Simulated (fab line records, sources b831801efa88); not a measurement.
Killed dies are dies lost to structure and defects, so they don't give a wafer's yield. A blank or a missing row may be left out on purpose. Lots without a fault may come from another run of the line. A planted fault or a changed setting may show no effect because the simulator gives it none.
Which tool did it? | flow sky130 | 7 lots, 21 wafers sampled, at 3 steps of a route of 708

WHAT THE GAUGES READ, wafer by wafer
SKY_PWDE_TW_MEAS_10.
lot  | measured    | on            | PWDE_TW
L799 | day 4 09:45 | film_metro-01 | 372 372 372
L801 | day 4 19:26 | film_metro-01 | 373 373 373
L803 | day 5 04:33 | film_metro-02 | 377 378 378
L806 | day 5 21:07 | film_metro-02 | 378 380 376
L810 | day 6 19:57 | film_metro-01 | 372 370 369
L813 | day 7 11:20 | film_metro-02 | 379 380 380
L815 | day 8 02:23 | film_metro-02 | 30 30 30

WHICH TOOL RAN EACH LOT (tool, then ch and the chambers of the sampled wafers, then the start)
lot  | SKY_DNWELL_STRIP_08                 | SKY_PWDE_STRIP_09
L799 | plasma_asher-02 ch 0,1, day 3 15:54 | plasma_asher-03 ch 0,1, day 4 09:40
L801 | plasma_asher-04 ch 0,1, day 4 01:01 | plasma_asher-04 ch 0,1, day 4 19:20
L803 | plasma_asher-02 ch 0,1, day 4 09:47 | plasma_asher-04 ch 0,1, day 5 04:26
L806 | plasma_asher-03 ch 0,1, day 5 01:01 | plasma_asher-01 ch 0,1, day 5 21:00
L810 | plasma_asher-03 ch 0, day 5 23:55   | plasma_asher-03 ch 0,1, day 6 19:51
L813 | plasma_asher-04 ch 0,1, day 6 14:46 | plasma_asher-01 ch 0,1, day 7 11:14
L815 | plasma_asher-03 ch 1, day 7 04:25   | plasma_asher-04 ch 0,1, day 8 02:17
- SKY_DNWELL_STRIP_08: strips in O2/N2.
- SKY_PWDE_STRIP_09: strips in O2/N2.

THE ANSWER, worked out from the rows above alone
Rule: what is usual is taken from the lots themselves. Put in order of their means at a reading, lots are off if they are a third of the lots or fewer, leave a main group of 4 or more, and stand apart from it by a gap of 3 or more times the standard deviation of the main group's means; of several such gaps the widest counts. A main group whose means are all the same, to the digits that the tables above print for the reading, isn't used. A lot without any number at a reading at which 4 lots or more have one is off too. The other lots that the step has rows for count as sound.
Off: L815, at SKY_PWDE_TW_MEAS_10 (PWDE_TW). The main group: mean 375, standard deviation 3.5.
A tool fits if, at a process step before that reading, it ran every lot that is off, and no sound lot after the first of them. The gauges at SKY_PWDE_TW_MEAS_10 are tried like those tools. Can't be told from this: 3 tools fit, plasma_asher-03 at SKY_DNWELL_STRIP_08, plasma_asher-04 at SKY_PWDE_STRIP_09, film_metro-02 at SKY_PWDE_TW_MEAS_10.

WHAT THE SIMULATOR HAD PUT IN
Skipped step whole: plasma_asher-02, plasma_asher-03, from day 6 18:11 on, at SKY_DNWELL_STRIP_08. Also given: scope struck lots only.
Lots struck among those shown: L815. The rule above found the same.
